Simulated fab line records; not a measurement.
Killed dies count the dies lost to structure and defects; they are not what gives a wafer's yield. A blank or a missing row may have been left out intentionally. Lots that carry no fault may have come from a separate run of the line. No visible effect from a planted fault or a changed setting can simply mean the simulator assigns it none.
A struck lot beside a sound one | flow gf180mcu | 23 out of 602 route steps
Sound: the wafers L484.2, L484.3, L484.5. Wafers struck: L493.2, L493.5, L493.6. The cause is given at the end.
Each step with rows lists, per side, the tool, then ch with its chambers, then its first start. Under that, the readings that differ: sound wafers | struck wafers | difference of the means | sigmas: that difference in standard deviations of wafers without a fault.
alike: readings with means less than 2 such deviations apart, plus words and numbers identical on both sides. not compared: withheld readings, readings lacking a value on some wafer, bounds such as >300 that could conceal the same value, and numbers that have no deviation in the record and whose values overlap.
The two part at a step that has a row with sigmas, a row that says differs or no value, or rows on one side only. Numbers that have no deviation but don't overlap get no sigmas and don't part them. Lack of a reading on every wafer of one side parts them only where that side has two or more wafers.

first, 5 steps without rows for these wafers: GF_NWELL_COAT_02 (resist thk 3000 nm); GF_NWELL_SOFTBAKE_03; GF_NWELL_EXPOSE_04 (exposes mask Nwell, target cd 860 nm); GF_NWELL_PEB_05; GF_NWELL_DEVELOP_06 (develop time 60 s).
GF_NWELL_OVL_MEAS_07:
  struck on overlay-02, day 6 04:18; sound on overlay-01, day 3 23:51
  alike: NWELL_OVL
then, 2 steps without rows for these wafers: GF_NWELL_IMPLANT_08; GF_NWELL_IMPLANT_09.
GF_NWELL_STRIP_10: strips in O2/N2.
  sound on plasma asher-03 ch 1, day 4 00:11; struck on plasma asher-03 ch 0,1, day 6 04:38
  alike: chamber pressure mTorr, drypump motor current A, heater power w, oes product au, strip time to endpoint s
  not compared: rf hours counter h
GF_NWELL_TW_MEAS_11:
  struck on film metro-03, day 6 04:44; sound on film metro-01, day 4 00:17
  alike: NWELL_TW
then, 2 steps without rows for these wafers: GF_LVPWELL_DEHYDRATE_00 (time 60 s); GF_LVPWELL_HMDS_01 (prime time 60 s).
GF_LVPWELL_COAT_02: resist thk 3000 nm.
  sound on litho track-02 ch 0, day 4 06:26; struck on litho track-01 ch 0, day 6 12:14
  reading                                   | sound          | struck         | difference | sigmas
  model.coat_of_LVPWELL_COAT_02.thk nm (nm) | 2989 2999 2995 | 3088 3079 3085 | +90        |
  alike: spin speed rpm
then, 3 steps without rows for these wafers: GF_LVPWELL_SOFTBAKE_03; GF_LVPWELL_EXPOSE_04 (exposes mask LVPWELL, target cd 600 nm); GF_LVPWELL_PEB_05.
GF_LVPWELL_DEVELOP_06: develop time 60 s.
  sound on litho track-01 ch 0; struck on litho track-03 ch 0
  reading                                   | sound          | struck         | difference | sigmas
  model.coat_of_LVPWELL_COAT_02.thk nm (nm) | 2988 2998 2994 | 3087 3078 3084 | +90        |
  alike: developer temp C
GF_LVPWELL_OVL_MEAS_07:
  struck on overlay-01, day 6 19:14; sound on overlay-01, day 4 13:46
  alike: LVPWELL_OVL
then, 2 steps without rows for these wafers: GF_LVPWELL_IMPLANT_08; GF_LVPWELL_IMPLANT_09.
GF_LVPWELL_STRIP_10: strips in O2/N2.
  sound on plasma asher-01 ch 1, day 4 14:06; struck on plasma asher-02 ch 0,1, day 6 19:34
  reading                      | sound             | struck            | difference | sigmas
  strip time to endpoint s (s) | 36.81 36.97 36.88 | 37.96 37.84 37.91 | +1.02      | +8
  alike: chamber pressure mTorr, drypump motor current A, heater power w, oes product au
  not compared: rf hours counter h
GF_LVPWELL_TW_MEAS_11:
  struck on film metro-01, day 6 19:41; sound on film metro-01, day 4 14:13
  alike: LVPWELL_TW
-- the record jumps here: 26 days lie between the struck wafers' starts before and after (it left off in module LVPWELL and takes up again in module PASSIVATION, whose first step shown is number 602 of the route) --
GF_PASSIVATION_PROBE_99:
  the record has rows for the struck wafers here (prober-02, day 33 00:07) and none for the sound ones

== WHERE THEY PART ==
At GF_LVPWELL_STRIP_10 first; at GF_PASSIVATION_PROBE_99 last (within this record only).

WHY: what had been put in by the simulator
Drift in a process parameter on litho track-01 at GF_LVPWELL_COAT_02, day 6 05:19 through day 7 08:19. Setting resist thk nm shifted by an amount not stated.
